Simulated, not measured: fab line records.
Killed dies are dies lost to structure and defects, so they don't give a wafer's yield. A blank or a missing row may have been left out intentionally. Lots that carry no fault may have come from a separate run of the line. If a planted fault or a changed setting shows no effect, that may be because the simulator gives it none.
What tool caused it? | flow sky130 | 13 lots, 39 wafers sampled, at 2 steps of a route of 708

WHAT THE GAUGES SHOWED, per wafer
SKY_VIA4_THK_MEAS_20: measures by xrf. Usual: VIA4_W_THK typically reads 503 nm, with standard deviation 7.5.
lot  | measured     | on            | VIA4_W_THK (nm) | flag
L452 | day 42 13:54 | film_metro-03 | 504 510 501     |
L453 | day 42 20:49 | film_metro-03 | 502 503 507     |
L454 | day 43 00:17 | film_metro-01 | 506 508 505     |
L455 | day 43 11:58 | film_metro-03 | 509 510 509     |
L456 | day 43 14:33 | film_metro-01 | 498 507 495     |
L457 | day 44 03:35 | film_metro-03 | 504 508 511     |
L458 | day 44 05:01 | film_metro-04 | 492 493 492     |
L460 | day 44 17:50 | film_metro-04 | 492 485 489     |
L461 | day 45 06:58 | film_metro-04 | 505 492 499     |
L462 | day 45 14:46 | film_metro-03 | 509 503 502     |
L470 | day 47 14:47 | film_metro-01 | 503 505 497     |
L475 | day 48 20:59 | film_metro-04 | 499 504 497     |
L471 | day 48 23:50 | film_metro-01 | 511 518 519     |

EACH LOT AND THE TOOL THAT RAN IT (in order: tool; ch and the chambers of the sampled wafers; start)
lot  | SKY_CONTACT_CMP_27
L452 | cmp-01 ch 0,1, day 31 09:03
L453 | cmp-01 ch 0,1,2, day 31 15:46
L454 | cmp-02 ch 2,3, day 31 19:05
L455 | cmp-01 ch 0,1,2, day 32 07:51
L456 | cmp-02 ch 0,3, day 32 14:09
L457 | cmp-01 ch 0,3, day 33 04:23
L458 | cmp-01 ch 0,1,3, day 33 07:59
L460 | cmp-01 ch 0,2, day 33 23:02
L461 | cmp-01 ch 0,1,3, day 34 13:20
L462 | cmp-02 ch 0,1,3, day 34 21:58
L470 | cmp-01 ch 0,1, day 37 12:33
L475 | cmp-01 ch 0,2,3, day 39 05:43
L471 | cmp-01 ch 0,1, day 39 08:31
- SKY_CONTACT_CMP_27: polishes, stops on SiO2, t overpolish 15 s, target thk 0 nm.

WHAT THE TOOLS THEMSELVES READ (means of the sampled wafers that have a number; where no wafer has one, the mark that the record gives instead)
SKY_CONTACT_CMP_27. Usual: motor_current_A 11.2 A, standard deviation 0.68; overpolish_run_s 14.999 s, standard deviation 0.0094; time_to_endpoint_s 82 s, standard deviation 4.
lot  | tool   | motor_current_A (A) | overpolish_run_s (s) | time_to_endpoint_s (s) | flag
L452 | cmp-01 | 11.7                | 14.999               | 84                     |
L453 | cmp-01 | 11.7                | 15.003               | 84                     |
L454 | cmp-02 | 10.6                | 15.003               | 78                     |
L455 | cmp-01 | 11.5                | 15.007               | 84                     |
L456 | cmp-02 | 10.8                | 15.004               | 80                     |
L457 | cmp-01 | 11.6                | 14.994               | 87                     |
L458 | cmp-01 | 11.5                | 15.001               | 86                     |
L460 | cmp-01 | 11.2                | 15.002               | 83                     |
L461 | cmp-01 | 11.2                | 14.994               | 80                     |
L462 | cmp-02 | 11.4                | 15.006               | 80                     |
L470 | cmp-01 | 11.5                | 14.990               | 82                     |
L475 | cmp-01 | 11.0                | 14.998               | 86                     |
L471 | cmp-01 | 11.3                | 15.002               | 82                     |

THE ANSWER, worked out from the rows above alone
Rule: take the mean of a lot's wafers that have a number; if it is more than 3 standard deviations from the usual mean, the lot is off. A lot without any number at a reading at which 4 lots or more have one is off too. Where the step has rows for the other lots, those lots are counted as sound. The gauges are gone through in route order, then the tools' own readings, and for those a lot's mean is taken as printed above. The first step at which some lot is off is used, and at that step the reading that is off furthest; a lot without a number counts as furthest.
No lot is off at any reading shown: from this, nothing can be told.

WHAT THE SIMULATOR PUT IN
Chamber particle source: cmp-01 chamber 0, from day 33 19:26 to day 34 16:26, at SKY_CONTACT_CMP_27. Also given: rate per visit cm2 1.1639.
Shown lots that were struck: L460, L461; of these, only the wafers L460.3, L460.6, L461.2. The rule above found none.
